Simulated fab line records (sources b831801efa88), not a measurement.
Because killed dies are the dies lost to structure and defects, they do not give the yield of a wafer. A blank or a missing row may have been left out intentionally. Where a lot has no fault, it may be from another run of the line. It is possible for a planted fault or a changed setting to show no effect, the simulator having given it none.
8D (eight disciplines) problem report, filled in by code | flow sfq_line | the parts of the form that need people (team, actions taken, sign-off) are left out

1. PROBLEM STATEMENT
Wafers free of any fault read 43.6 ohm/sq (standard deviation 0.43) for L0_MONX_KI_RS at SFQ_L0_RS_MEAS_901, against a mean of 24.4 ohm/sq on 2 wafers of 2 lots. Measured from the usual mean, that is -45 standard deviations.
The step: measures by four-point-probe.
Seen first at day 4 20:36 on film_metro-04, wafer L445.3. The record has a number at this step for 42 wafers belonging to 14 lots. Rule for "out" (also "out of limits"): further than 4 standard deviations from the usual mean. The rest of the wafers with a number are treated as sound.

2. WHAT IT IS, WHAT IT ISN'T
question                    | is               | is not
which readings at this step | L0_MONX_KI_RS    | -
which lots                  | L445, L449       | L429, L430, L432, L433, L434, L436, L437, L440, L441, L443, L450, L452
which wafers of those lots  | L445.3, L449.2   | L445.4, L445.5, L449.4, L449.5
read on which gauges        | film_metro-04    | film_metro-01, film_metro-02
when                        | from day 4 20:36 | up to then (32 sound wafers); but 8 sound wafers of L449, L450, L452 came after

3. THE SUSPECTS, EACH WITH WHAT RULES IT OUT
Counting: any tool at a process step up to the reading remains a suspect provided it ran every lot that is out. Sound lots after the first of them don't rule it out here, since some wafers of a struck lot are sound.
- ruled out: the gauge at SFQ_L0_RS_MEAS_901. All the wafers that are out were read on film_metro-04, but those of them that SFQ_TRILAYER_L0_ETCH_METAL_ETCH_008 has rows for are out there too, on other tools.
- pvd_sputter-03 at SFQ_TRILAYER_L0_DEP_SPUTTER_003 (material MoNx KI, target thk 40 nm, time 100 s): kept. It processed each lot that is out (first: L445, day 4 20:29); up to then, its last sound lot is L443 (day 4 10:29).
Remaining after the count: pvd_sputter-03 at SFQ_TRILAYER_L0_DEP_SPUTTER_003.

4. THE CAUSE (what the simulator had put in)
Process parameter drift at SFQ_TRILAYER_L0_DEP_SPUTTER_003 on pvd_sputter-03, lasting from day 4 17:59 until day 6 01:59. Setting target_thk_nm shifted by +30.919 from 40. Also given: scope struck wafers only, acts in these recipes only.
This tool alone remained once counting was done.

5. SEQUENCE OF EFFECTS, ordered by route
Each row: a reading whose mean over the struck wafers that have a number lies more than 3 standard deviations from the usual. Only readings for which the record gives a usual standard deviation are gone through. hours: the time from each lot's start at the first step in this table that gives one to its start at this step, as a median over the lots. sigmas: the change in usual standard deviations.
hours | step                                | reading        | usual       | on struck wafers | change | sigmas
0     | SFQ_L0_RS_MEAS_901                  | L0_MONX_KI_RS  | 43.6 ohm/sq | 24.4             | -19.2  | -45
0     | SFQ_L0_THK_MEAS_902                 | L0_MONX_KI_THK | 39.7 nm     | 70.6             | +30.9  | +70
71    | SFQ_TRILAYER_L0_ETCH_METAL_ETCH_008 | oes_product_au | 0.872 a.u.  | 0.998            | +0.126 | +21
Here are the process steps it includes:
- SFQ_TRILAYER_L0_ETCH_METAL_ETCH_008: etches MoNx KI in SF6/O2, stops on SiO2, target depth 50 nm, time 25 s.

6. WHAT WOULD HAVE CAUGHT IT SOONER
3 hours passed between the start of the fault at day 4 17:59 and the first reading out of limits at a measuring or inspecting step in this record, taken at day 4 20:36.
Of the tool readings at SFQ_TRILAYER_L0_DEP_SPUTTER_003 for which the record gives a usual standard deviation, none was out on any struck wafer, so an alarm limit of 4 standard deviations on them would not have fired.
L449, from the lots that are out (2), started SFQ_TRILAYER_L0_DEP_SPUTTER_003 on pvd_sputter-03 later than day 4 20:36. A hold on the tool at that time would have spared it.
